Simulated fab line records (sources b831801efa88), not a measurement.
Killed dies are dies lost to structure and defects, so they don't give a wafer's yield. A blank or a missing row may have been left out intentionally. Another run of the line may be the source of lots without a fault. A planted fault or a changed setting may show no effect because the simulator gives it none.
fab line records -- flow sky130
record: lots: 11, wafers: 33, last-day: 48
route steps=708 shown LI_CONTACT@363 LOCAL_INTERCONNECT@400 PAD_OPEN@708
lots that met no fault: from a run of the same line without faults
start-h: hours from the record's opening day to when the first of the lot's shown wafers began -- wait-h: hours elapsed since this lot's preceding step -- " repeats the value in the row above -- L1.1+2: one row covering several wafers at once -- - no value, or no start given -- * or withheld: withheld -- < > ~ a bound
route shown NAME@n: NAME is a module with steps in the file, n the number in the route of the first one -- usual: mean/standard deviation of fault-free wafers -- same: alike in all rows -- chamber/n: place in a boat -- sites: the reading at each site -- _std_site: standard deviation of those values -- _edge_site: the outer-site mean with the inner-site mean subtracted -- radius-mm: how far each site lies from the wafer's centre -- mask NAME#n: copy n -- behind: the tool/chamber that last shaped the wafer -- hold: what put the lot on hold/how long, in hours/how the hold closed -- device: whichever transistor did not switch (one of n, p or np) -- end of line: the same wafers' tests at the end of the route -- step lacking rows: just its recipe -- killed: count of dies lost to structure and defects at first sort (not the wafer's yield) -- map: per-die view of a wafer (x killed, . not killed, _ where there is no die)
set.NAME: the setting as run; set.NAME@STEP: as run at that earlier step -- model.NAME: the simulator's own value behind a step, which no gauge read
a sample of lots followed through the steps of the route, with each step as a table and each wafer as a row
services: the hour from which a tool's chamber was out of use, counted from the record's first day as start-h (under 0 if before that day), plus the number of hours and why
== steps ==
step: SKY_LI_CONTACT_THK_MEAS_01
recipe: reads: PSG_of_LI_CONTACT_HDPCVD_00
usual: LI_CONTACT_HDPCVD_THK: 906/11
lot.wafer,tool,chamber,start-h,wait-h,LI_CONTACT_HDPCVD_THK[nm]
L828.3,film-metro-04,-,648.43,0.1,883
L828.4,film-metro-04,-,648.43,0.1,909
L828.5,film-metro-04,-,648.43,0.1,913
L830.1,film-metro-04,-,662.58,0.1,907
L830.3,film-metro-04,-,662.58,0.1,923
L830.6,film-metro-04,-,662.58,0.1,908
L831.1,film-metro-04,-,683.36,0.1,912
L831.3,film-metro-04,-,683.36,0.1,925
L831.5,film-metro-04,-,683.36,0.1,909
L833.1,film-metro-02,-,702.61,0.1,886
L833.5,film-metro-02,-,702.61,0.1,886
L833.6,film-metro-02,-,702.61,0.1,892
L835.2,film-metro-02,-,716.62,0.1,907
L835.4,film-metro-02,-,716.62,0.1,887
L835.6,film-metro-02,-,716.62,0.1,894
L836.1,film-metro-02,-,728.91,0.1,910
L836.2,film-metro-02,-,728.91,0.1,914
L836.3,film-metro-02,-,728.91,0.1,914
L837.1,film-metro-03,-,735.56,0.1,904
L837.3,film-metro-03,-,735.56,0.1,917
L837.6,film-metro-03,-,735.56,0.1,905
L838.2,film-metro-03,-,739.12,0.1,905
L838.4,film-metro-03,-,739.12,0.1,910
L838.5,film-metro-03,-,739.12,0.1,915
L841.1,film-metro-02,-,759.42,0.1,901
L841.4,film-metro-02,-,759.42,0.1,899
L841.6,film-metro-02,-,759.42,0.1,902
L840.3,film-metro-04,-,759.81,0.1,881
L840.4,film-metro-04,-,759.81,0.1,907
L840.6,film-metro-04,-,759.81,0.1,907
L842.1,film-metro-02,-,768.11,0.1,917
L842.2,film-metro-02,-,768.11,0.1,889
L842.3,film-metro-02,-,768.11,0.1,902
step: SKY_LI_CONTACT_CD_MEAS_12
recipe: target-cd-nm: 170
usual: cd-nm: 169.8/1.4
lot.wafer,tool,chamber,start-h,wait-h,cd-nm
L828.3,cd-sem-01,-,677.13,-,171.6
L828.4,cd-sem-01,-,677.13,-,170.4
L828.5,cd-sem-01,-,677.13,-,169.9
L830.1,cd-sem-02,-,690.69,-,169.2
L830.3,cd-sem-02,-,690.69,-,168.7
L830.6,cd-sem-02,-,690.69,-,169.5
L831.1,cd-sem-02,-,711.86,-,170.4
L831.3,cd-sem-02,-,711.86,-,170.5
L831.5,cd-sem-02,-,711.86,-,170.4
L833.1,cd-sem-02,-,730.61,-,172.2
L833.5,cd-sem-02,-,730.61,-,171.2
L833.6,cd-sem-02,-,730.61,-,172.0
L835.2,cd-sem-02,-,745.01,-,171.5
L835.4,cd-sem-02,-,745.01,-,171.7
L835.6,cd-sem-02,-,745.01,-,171.7
L836.1,cd-sem-01,-,756.70,-,170.5
L836.2,cd-sem-01,-,756.70,-,169.7
L836.3,cd-sem-01,-,756.70,-,171.2
L837.1,cd-sem-02,-,762.71,-,171.5
L837.3,cd-sem-02,-,762.71,-,169.7
L837.6,cd-sem-02,-,762.71,-,169.0
L838.2,cd-sem-01,-,765.42,-,167.7
L838.4,cd-sem-01,-,765.42,-,167.9
L838.5,cd-sem-01,-,765.42,-,168.8
L841.1,cd-sem-02,-,786.60,-,167.6
L841.4,cd-sem-02,-,786.60,-,168.4
L841.6,cd-sem-02,-,786.60,-,167.4
L840.3,cd-sem-01,-,787.89,-,167.8
L840.4,cd-sem-01,-,787.89,-,167.4
L840.6,cd-sem-01,-,787.89,-,168.7
L842.1,cd-sem-01,-,795.40,-,171.8
L842.2,cd-sem-01,-,795.40,-,171.0
L842.3,cd-sem-01,-,795.40,-,172.9
step: SKY_LI_CONTACT_THK_MEAS_23
recipe: thk-meas-gauge: xrf, reads: W_of_LI_CONTACT_CVD_21
usual: LI_CONTACT_W_THK: 411/10
lot.wafer,tool,chamber,start-h,wait-h,LI_CONTACT_W_THK[nm]
L828.3,film-metro-03,-,678.07,0.1,391
L828.4,film-metro-03,-,678.07,0.1,409
L828.5,film-metro-03,-,678.07,0.1,400
L830.1,film-metro-03,-,691.66,0.1,403
L830.3,film-metro-03,-,691.66,0.1,407
L830.6,film-metro-03,-,691.66,0.1,408
L831.1,film-metro-02,-,712.83,0.1,421
L831.3,film-metro-02,-,712.83,0.1,407
L831.5,film-metro-02,-,712.83,0.1,410
L833.1,film-metro-04,-,731.57,0.1,415
L833.5,film-metro-04,-,731.57,0.1,413
L833.6,film-metro-04,-,731.57,0.1,400
L835.2,film-metro-03,-,745.96,0.1,413
L835.4,film-metro-03,-,745.96,0.1,405
L835.6,film-metro-03,-,745.96,0.1,404
L836.1,film-metro-03,-,757.66,0.1,411
L836.2,film-metro-03,-,757.66,0.1,417
L836.3,film-metro-03,-,757.66,0.1,403
L837.1,film-metro-03,-,763.68,0.1,406
L837.3,film-metro-03,-,763.68,0.1,422
L837.6,film-metro-03,-,763.68,0.1,425
L838.2,film-metro-04,-,766.39,0.1,400
L838.4,film-metro-04,-,766.39,0.1,421
L838.5,film-metro-04,-,766.39,0.1,420
L841.1,film-metro-02,-,787.58,0.1,410
L841.4,film-metro-02,-,787.58,0.1,416
L841.6,film-metro-02,-,787.58,0.1,409
L840.3,film-metro-02,-,788.83,0.1,431
L840.4,film-metro-02,-,788.83,0.1,417
L840.6,film-metro-02,-,788.83,0.1,414
L842.1,film-metro-02,-,796.36,0.1,415
L842.2,film-metro-02,-,796.36,0.1,419
L842.3,film-metro-02,-,796.36,0.1,407
step: SKY_LOCAL_INTERCONNECT_ETCH_13
recipe: chemistry: N2/H2, target: BARC, ion-energy-ev: 200, bias-w: 100, pressure-mtorr: 30, n2-flow-sccm: 100, h2-flow-sccm: 200, icp-w: 500, stop-on: SiO2, time-s: 45.9, target-depth-a: 600
usual: drypump-motor-current-A: 5.5/0.53, oes-product-au: 0.855/0.0047, throttle-valve-pct: 13.226/0.01
lot.wafer,tool,chamber,start-h,wait-h,drypump-motor-current-A,oes-product-au,rf-hours-counter-h,throttle-valve-pct
L828.3,rie-metal-01,1,705.86,0.0,4.7,0.859,-,13.199
L828.4,rie-metal-01,0,705.86,0.0,5.9,0.854,-,13.237
L828.5,rie-metal-01,0,705.86,0.0,5.9,0.851,-,13.232
L830.1,rie-metal-01,1,720.19,0.0,4.7,0.846,4.9,13.213
L830.3,rie-metal-01,1,720.19,0.0,4.7,0.854,-,13.223
L830.6,rie-metal-01,1,720.19,0.0,4.7,0.853,-,13.240
L831.1,rie-metal-01,1,740.24,0.0,4.7,0.857,5.8,13.223
L831.3,rie-metal-01,1,740.24,0.0,4.7,0.851,-,13.231
L831.5,rie-metal-01,0,740.24,0.0,5.9,0.856,-,13.226
L833.1,rie-metal-03,0,759.54,0.0,6.0,0.865,3.1,13.208
L833.5,rie-metal-03,0,759.54,0.0,6.0,0.862,-,13.251
L833.6,rie-metal-03,1,759.54,0.0,5.7,0.861,-,13.226
L835.2,rie-metal-01,0,774.14,0.0,5.9,0.856,3.4,13.224
L835.4,rie-metal-01,1,774.14,0.0,4.7,0.854,-,13.228
L835.6,rie-metal-01,1,774.14,0.0,4.7,0.855,-,13.218
L836.1,rie-metal-01,1,785.14,0.0,4.7,0.846,7.0,13.220
L836.2,rie-metal-01,0,785.14,0.0,5.9,0.857,3.8,13.223
L836.3,rie-metal-01,0,785.14,0.0,5.9,0.849,-,13.206
L837.1,rie-metal-02,1,791.44,0.0,5.9,0.855,2.2,13.247
L837.3,rie-metal-02,1,791.44,0.0,5.8,0.858,-,13.235
L837.6,rie-metal-02,0,791.44,0.0,5.8,0.856,-,13.248
L838.2,rie-metal-03,0,794.36,0.0,6.0,0.859,4.4,13.228
L838.4,rie-metal-03,1,794.36,0.0,5.7,0.861,-,13.225
L838.5,rie-metal-03,1,794.36,0.0,5.7,0.869,-,13.209
L841.1,rie-metal-03,1,814.60,0.0,5.7,0.850,6.5,13.213
L841.4,rie-metal-03,1,814.60,0.0,5.7,0.848,-,13.216
L841.6,rie-metal-03,1,814.60,0.0,5.7,0.857,-,13.225
L840.3,rie-metal-01,1,815.66,0.0,4.7,0.852,-,13.225
L840.4,rie-metal-01,0,815.66,0.0,5.9,0.858,-,13.221
L840.6,rie-metal-01,1,815.66,0.0,4.7,0.854,-,13.226
L842.1,rie-metal-01,0,823.15,0.0,5.9,0.855,5.5,13.226
L842.2,rie-metal-01,1,823.15,0.0,4.7,0.855,8.7,13.239
L842.3,rie-metal-01,0,823.15,0.0,5.9,0.864,-,13.229
step: SKY_LOCAL_INTERCONNECT_METAL_ETCH_14
recipe: target-depth-nm: 110, stop-on: PSG, chemistry: Cl2/BCl3, target: TiN, resist-sidewall-deg: 88, pressure-mtorr: 10, icp-w: 900, bias-w: 48.5, Cl2_flow_sccm: 60, bcl3-flow-sccm: 30, time-s: 31.4
usual: drypump-motor-current-A: 5.5/0.53, oes-product-au: 0.940/0.0078, throttle-valve-pct: 21.902/0.0097
lot.wafer,tool,chamber,start-h,wait-h,drypump-motor-current-A,oes-product-au,rf-hours-counter-h,throttle-valve-pct
L828.3,rie-metal-01,1,705.92,0.0,4.7,0.940,-,21.902
L828.4,rie-metal-01,0,705.92,0.0,5.9,0.954,-,21.894
L828.5,rie-metal-01,0,705.92,0.0,5.9,0.949,-,21.892
L830.1,rie-metal-01,1,720.26,0.0,4.7,0.935,4.9,21.900
L830.3,rie-metal-01,1,720.26,0.0,4.7,0.923,-,21.911
L830.6,rie-metal-01,1,720.26,0.0,4.7,0.934,-,21.906
L831.1,rie-metal-01,1,740.31,0.0,4.7,0.934,5.9,21.902
L831.3,rie-metal-01,1,740.31,0.0,4.7,0.927,-,21.893
L831.5,rie-metal-01,0,740.31,0.0,5.9,0.946,-,21.907
L833.1,rie-metal-03,0,759.61,0.0,6.0,0.944,3.1,21.895
L833.5,rie-metal-03,0,759.61,0.0,6.0,0.949,-,21.897
L833.6,rie-metal-03,1,759.61,0.0,5.7,0.952,-,21.875
L835.2,rie-metal-01,0,774.21,0.0,5.9,0.929,3.5,21.919
L835.4,rie-metal-01,1,774.21,0.0,4.7,0.936,-,21.898
L835.6,rie-metal-01,1,774.21,0.0,4.7,0.939,-,21.914
L836.1,rie-metal-01,1,785.21,0.0,4.7,0.935,7.0,21.914
L836.2,rie-metal-01,0,785.21,0.0,5.9,0.933,3.9,21.913
L836.3,rie-metal-01,0,785.21,0.0,5.9,0.929,-,21.903
L837.1,rie-metal-02,1,791.51,0.0,5.9,0.943,2.2,21.890
L837.3,rie-metal-02,1,791.51,0.0,5.9,0.936,-,21.907
L837.6,rie-metal-02,0,791.51,0.0,5.8,0.936,-,21.904
L838.2,rie-metal-03,0,794.42,0.0,6.0,0.951,4.5,21.878
L838.4,rie-metal-03,1,794.42,0.0,5.7,0.936,-,21.906
L838.5,rie-metal-03,1,794.42,0.0,5.7,0.951,-,21.898
L841.1,rie-metal-03,1,814.67,0.0,5.7,0.942,6.6,21.905
L841.4,rie-metal-03,1,814.67,0.0,5.7,0.940,-,21.889
L841.6,rie-metal-03,1,814.67,0.0,5.7,0.943,-,21.905
L840.3,rie-metal-01,1,815.72,0.0,4.7,0.944,-,21.885
L840.4,rie-metal-01,0,815.72,0.0,5.9,0.945,-,21.897
L840.6,rie-metal-01,1,815.72,0.0,4.7,0.952,-,21.877
L842.1,rie-metal-01,0,823.22,0.0,5.9,0.930,5.6,21.890
L842.2,rie-metal-01,1,823.22,0.0,4.7,0.878,8.7,21.945
L842.3,rie-metal-01,0,823.22,0.0,5.9,0.931,-,21.917
step: SKY_LOCAL_INTERCONNECT_STRIP_15
recipe: chemistry: O2/N2, power-w: 1400, pressure-mtorr: 1500, platen-temp-c: withheld, o2-flow-sccm: 3000, n2-flow-sccm: 300, overash-fraction: 0.5
usual: drypump-motor-current-A: 5.6/0.4, oes-product-au: 0.425/0.0051, strip-time-to-endpoint-s: 4.670/0.021
same: overash-fraction: 0.5
lot.wafer,tool,chamber,start-h,wait-h,drypump-motor-current-A,oes-product-au,rf-hours-counter-h,strip-time-to-endpoint-s
L828.3,plasma-asher-02,0,705.99,0.1,6.0,0.428,-,4.648
L828.4,plasma-asher-02,1,705.99,0.1,6.1,0.416,-,4.636
L828.5,plasma-asher-02,1,705.99,0.1,6.1,0.425,-,4.606
L830.1,plasma-asher-02,1,720.31,0.0,6.1,0.428,95,4.682
L830.3,plasma-asher-02,0,720.31,0.0,6.0,0.421,-,4.668
L830.6,plasma-asher-02,0,720.31,0.0,6.0,0.419,-,4.667
L831.1,plasma-asher-02,0,740.36,0.0,5.9,0.424,98,4.714
L831.3,plasma-asher-02,0,740.36,0.0,5.9,0.424,-,4.690
L831.5,plasma-asher-02,1,740.36,0.0,6.1,0.424,-,4.677
L833.1,plasma-asher-03,0,759.66,0.0,4.8,0.430,1,4.673
L833.5,plasma-asher-03,0,759.66,0.0,4.8,0.424,-,4.678
L833.6,plasma-asher-03,1,759.66,0.0,5.5,0.428,-,4.684
L835.2,plasma-asher-04,1,774.26,0.0,5.6,0.421,33,4.653
L835.4,plasma-asher-04,1,774.26,0.0,5.6,0.424,-,4.698
L835.6,plasma-asher-04,1,774.26,0.0,5.6,0.420,-,4.677
L836.1,plasma-asher-03,1,785.26,0.0,5.5,0.421,4,4.653
L836.2,plasma-asher-03,0,785.26,0.0,4.8,0.422,4,4.639
L836.3,plasma-asher-03,0,785.26,0.0,4.8,0.417,-,4.647
L837.1,plasma-asher-04,1,791.56,0.0,5.6,0.428,35,4.629
L837.3,plasma-asher-04,0,791.56,0.0,5.3,0.417,-,4.640
L837.6,plasma-asher-04,0,791.56,0.0,5.3,0.425,-,4.640
L838.2,plasma-asher-04,1,794.48,0.0,5.6,0.439,35,4.705
L838.4,plasma-asher-04,0,794.48,0.0,5.3,0.419,-,4.672
L838.5,plasma-asher-04,0,794.48,0.0,5.3,0.428,-,4.687
L841.1,plasma-asher-04,0,814.72,0.0,5.3,0.422,37,4.659
L841.4,plasma-asher-04,0,814.72,0.0,5.3,0.423,-,4.675
L841.6,plasma-asher-04,0,814.72,0.0,5.3,0.425,-,4.684
L840.3,plasma-asher-04,1,815.79,0.1,5.6,0.426,-,4.693
L840.4,plasma-asher-04,0,815.79,0.1,5.3,0.433,-,4.686
L840.6,plasma-asher-04,1,815.79,0.1,5.6,0.423,-,4.701
L842.1,plasma-asher-04,1,823.27,0.0,5.6,0.419,39,4.750
L842.2,plasma-asher-04,0,823.27,0.0,5.3,0.425,39,4.754
L842.3,plasma-asher-04,0,823.27,0.0,5.3,0.427,-,4.766
step: SKY_PAD_OPEN_PROBE_99
usual: killed_at_M0_to_M3: 44/7.5, killed_at_M4_up: 3.3/1.8, killed-at-contacts: 25/5.9, killed-at-front-end: 16/4.7, killed-at-other: 0.3/0.52, killed-dies: 89/9.9, killed-open: 49/7.8, killed-short: 40/5.8
same: gross-dies: 492, killed-at-back-side: 0
lot.wafer,tool,chamber,start-h,wait-h,killed_at_M0_to_M3,killed_at_M4_up,killed-at-contacts,killed-at-front-end,killed-at-other,killed-dies,killed-open,killed-short
L842.1,prober-01,-,1162.79,0.1,47,4,32,14,0,97,37,50
L842.2,prober-01,-,1162.84,0.1,43,1,69,36,1,150,62,45
L842.3,prober-01,-,1162.89,0.2,55,5,29,16,0,105,55,42
killed by level:class
L842.1 LOCAL_INTERCONNECT:area-etch=10 VIA1:geometric-particle:open=9 METAL2:geometric-particle:short=9 VIA1:geometric-particle:short=8 CONTACT:geometric-particle:open=7 VIA2:geometric-particle:short=6 LI_CONTACT:geometric-particle:open=5 LOCAL_INTERCONNECT:geometric-particle:short=5
L842.2 LOCAL_INTERCONNECT:area-etch=43 CONTACT:geometric-particle:open=12 VIA1:geometric-particle:open=9 FIELD_ISO:geometric-particle:open=8 POLY_GATE:geometric-particle:open=8 POLY_GATE:geometric-particle:short=7 LI_CONTACT:geometric-particle:open=6 VIA2:geometric-particle:open=6
L842.3 VIA1:geometric-particle:open=15 VIA1:geometric-particle:short=9 LOCAL_INTERCONNECT:area-etch=8 POLY_GATE:geometric-particle:open=7 LI_CONTACT:geometric-particle:open=7 CONTACT:geometric-particle:open=7 METAL2:geometric-particle:short=7 VIA2:geometric-particle:short=6
== services ==
tool,chamber,start-h,hours,kind
rie-metal-03,-,683.37,1.2,repair
plasma-asher-04,-,700.29,14.6,pm
rie-metal-01,-,700.57,0.7,repair
rie-metal-02,-,706.24,14.6,pm
plasma-asher-03,-,718.22,13.1,repair
plasma-asher-03,-,733.75,9.0,pm
plasma-asher-03,0,733.75,9.0,vent-cycle
plasma-asher-03,1,733.75,9.0,vent-cycle
plasma-asher-03,0,742.75,-,clean
plasma-asher-03,1,742.75,-,clean
rie-metal-02,1,755.75,7.5,repair
plasma-asher-02,-,757.55,0.7,repair
rie-metal-01,-,759.48,14.6,pm
rie-metal-02,-,771.90,2.8,pm
rie-metal-03,1,802.63,4.2,repair
plasma-asher-03,-,810.69,14.6,pm
== key ==
first-sign: step: SKY_LOCAL_INTERCONNECT_METAL_ETCH_14, reading: oes-product-au, direction: down, sigmas: 3.5, usual: 0.940, struck: 0.913, wafers-moved: 2
effect: step: SKY_LOCAL_INTERCONNECT_STRIP_15, reading: strip-time-to-endpoint-s, direction: up, sigmas: 4.1, usual: *, struck: *
effect: step: SKY_PAD_OPEN_PROBE_99, reading: killed-at-contacts, direction: up, sigmas: 3.1, usual: 25, struck: 43, wafers-moved: 1
more-kills-born-at: SKY_LOCAL_INTERCONNECT_ETCH_13@rie-metal-01: 61
met-at SKY_LOCAL_INTERCONNECT_ETCH_13
struck-lots L842
tester-left-out L842
not-acting-at SKY_LI_CONTACT_THK_MEAS_01,SKY_LI_CONTACT_CD_MEAS_12,SKY_LI_CONTACT_THK_MEAS_23
onset-between 815.66 823.15
also-fits time
fault: kind: process-parameter-drift, tool: rie-metal-01, chamber: -, onset-h: 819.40, steps: SKY_LOCAL_INTERCONNECT_ETCH_13, channel: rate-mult, offset: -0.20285, shape: step, end-h: 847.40
tester-left-out: of these lots the tester's yield and bins aren't shown, on N5 and GAA mostly nor the transistor test; their killed dies are dies lost to structure and defects alone, not to doping, threshold or leakage, so they don't give the yield
